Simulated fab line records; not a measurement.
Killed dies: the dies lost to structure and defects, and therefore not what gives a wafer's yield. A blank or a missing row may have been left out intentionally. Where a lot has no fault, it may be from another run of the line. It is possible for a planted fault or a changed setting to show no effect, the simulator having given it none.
Which of the tools did it? ; flow gf180mcu ; 42 wafers from 14 lots sampled at 4 of the route's 602 steps

WHAT THE GAUGES SHOWED, per wafer
GF_STI_BOW_MEAS_00. Usual: INCOMING_BOW 0 um, standard deviation 6.1.
lot;measured;on;INCOMING_BOW (um);flag
L426;day 1 10:00;film_metro-04;7 -5 -1;
L428;day 1 20:00;film_metro-03;3 -11 1;
L429;day 2 01:00;film_metro-02;3 -1 3;
L431;day 2 11:00;film_metro-04;3 -3 -1;
L433;day 2 21:01;film_metro-03;5 -3 -7;
L434;day 3 02:00;film_metro-03;2 -2 -11;
L435;day 3 07:02;film_metro-02;6 -5 1;
L437;day 3 17:00;film_metro-04;-5 10 9;
L439;day 4 03:01;film_metro-04;-13 -4 -4;
L440;day 4 08:01;film_metro-02;3 3 -8;
L442;day 4 18:02;film_metro-02;2 -1 9;
L444;day 5 04:01;film_metro-02;2 3 -1;
L447;day 5 19:01;film_metro-04;11 1 1;
L448;day 6 00:01;film_metro-03;11 -3 0;

GF_POLY_GATE_OVL_MEAS_11. Usual: POLY_GATE_OVL -3 nm, standard deviation 4.7.
lot;measured;on;POLY_GATE_OVL (nm);flag
L426;day 9 07:26;overlay-01;-7 -6 -6;
L428;day 9 18:50;overlay-01;8 5 1;
L429;day 10 09:45;overlay-01;-6 4 -1;
L431;day 11 00:47;overlay-01;-5 -6 -5;
L433;day 11 17:59;overlay-02;6 9 6;
L434;day 11 17:35;overlay-01;-6 -8 -7;
L435;day 12 03:26;overlay-01;-11 -16 -13;
L437;day 12 20:11;overlay-01;-6 -3 -6;
L439;day 13 08:58;overlay-01;-8 -1 -4;
L440;day 13 18:08;overlay-02;-1 -3 -6;
L442;day 14 05:43;overlay-02;-6 -14 -9;
L444;day 15 00:28;overlay-01;-12 -10 -6;
L447;day 15 21:08;overlay-01;-8 -7 -7;
L448;day 16 05:19;overlay-02;-8 -8 -3;

EACH LOT AND THE TOOL THAT RAN IT (in order: tool; ch and the chambers of the sampled wafers; start)
lot;GF_MVSD_DEVELOP_06;GF_VT_IMPLANT_RTA_45
L426;litho_track-04 ch 0, day 4 09:00;rtp_anneal-01 ch 0, day 7 13:15
L428;litho_track-02 ch 0, day 4 20:00;rtp_anneal-02 ch 0, day 8 01:01
L429;litho_track-04 ch 0, day 5 03:00;rtp_anneal-01 ch 0, day 8 11:33
L431;litho_track-02 ch 0, day 5 18:00;rtp_anneal-01 ch 0, day 9 05:07
L433;litho_track-02 ch 0, day 6 03:00;rtp_anneal-02 ch 0, day 9 18:11
L434;litho_track-01 ch 0, day 6 06:00;rtp_anneal-02 ch 0, day 9 21:08
L435;litho_track-02 ch 0, day 6 11:00;rtp_anneal-02 ch 0, day 10 04:29
L437;litho_track-04 ch 0, day 7 01:00;rtp_anneal-01 ch 0, day 10 20:26
L439;litho_track-02 ch 0, day 7 10:00;rtp_anneal-02 ch 0, day 11 07:53
L440;litho_track-04 ch 0, day 7 20:00;rtp_anneal-02 ch 0, day 11 19:07
L442;litho_track-04 ch 0, day 8 07:00;rtp_anneal-01 ch 0, day 12 07:20
L444;litho_track-02 ch 0, day 8 22:00;rtp_anneal-02 ch 0, day 13 00:22
L447;litho_track-04 ch 0, day 9 16:00;rtp_anneal-01 ch 0, day 13 20:08
L448;litho_track-02 ch 0, day 9 20:00;rtp_anneal-01 ch 0, day 14 01:03
- GF_MVSD_DEVELOP_06: develop time 60 s.
- GF_VT_IMPLANT_RTA_45: time 30 s.

AS READ BY THE TOOLS THEMSELVES (means over the sampled wafers that have a number; for cases with no such wafer, the mark the record gives instead)
GF_MVSD_DEVELOP_06. Usual: chill_plate_temp_C 22.99 C, standard deviation 0.087; developer_temp_C 23.00 C, standard deviation 0.092.
lot;tool;chill_plate_temp_C (C);developer_temp_C (C);flag
L426;litho_track-04;22.88;22.93;
L428;litho_track-02;23.12;23.08;
L429;litho_track-04;22.95;22.81;
L431;litho_track-02;22.97;23.16;
L433;litho_track-02;22.85;22.95;
L434;litho_track-01;23.00;22.89;
L435;litho_track-02;22.99;22.92;
L437;litho_track-04;22.97;22.97;
L439;litho_track-02;23.05;23.02;
L440;litho_track-04;22.98;23.02;
L442;litho_track-04;22.99;22.14;OFF
L444;litho_track-02;23.02;23.03;
L447;litho_track-04;23.07;22.16;OFF
L448;litho_track-02;22.96;22.99;

GF_VT_IMPLANT_RTA_45. Usual: lamp_power_pct 34.7 %, standard deviation 2.5; wafer_temp_C_max 1055.3, standard deviation 1.3.
lot;tool;lamp_power_pct (%);wafer_temp_C_max;flag
L426;rtp_anneal-01;31.9;1055.7;
L428;rtp_anneal-02;37.0;1055.0;
L429;rtp_anneal-01;31.9;1055.7;
L431;rtp_anneal-01;31.9;1054.8;
L433;rtp_anneal-02;37.0;1054.1;
L434;rtp_anneal-02;37.0;1055.2;
L435;rtp_anneal-02;37.0;1055.2;
L437;rtp_anneal-01;31.9;1055.5;
L439;rtp_anneal-02;37.0;1054.9;
L440;rtp_anneal-02;37.0;1056.2;
L442;rtp_anneal-01;31.9;1056.6;
L444;rtp_anneal-02;37.0;1054.5;
L447;rtp_anneal-01;31.9;1055.2;
L448;rtp_anneal-01;31.9;1056.6;

THE ANSWER, worked out from the rows above alone
Rule: take the mean of a lot's wafers that have a number; if it is more than 3 standard deviations from the usual mean, the lot is off. Also off: a lot with no number at a reading for which 4 or more lots have one. Where the step has rows for the other lots, those lots are counted as sound. Order of review: gauges by route order, followed by the tools' own readings, for which a lot's mean as printed above is used. The first step at which some lot is off is used, and at that step the reading that is off furthest; a lot without a number counts as furthest.
Off, at GF_MVSD_DEVELOP_06 on developer_temp_C: L442, L447.
If a tool, at that step or one of the process steps before it, ran each lot that is off and ran no sound lot following the first of them, it fits. One fits: litho_track-04 at GF_MVSD_DEVELOP_06. Its last sound lot is L440 (day 7 20:00), its first lot that is off L442 (day 8 07:00): a fault that began between those two fits.
On the lots that are off, the tool's own readings at GF_MVSD_DEVELOP_06 differ by more than 5 times the standard deviation of the sound lots' means, which bears it out; developer_temp_C reads 22.15 C there versus 22.98 C on the sound lots.

WHAT THE SIMULATOR HAD INSERTED
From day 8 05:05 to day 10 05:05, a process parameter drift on litho_track-04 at GF_MVSD_DEVELOP_06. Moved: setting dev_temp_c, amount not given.
Struck lots among those shown: L442, L447. The rule above reached the same finding.
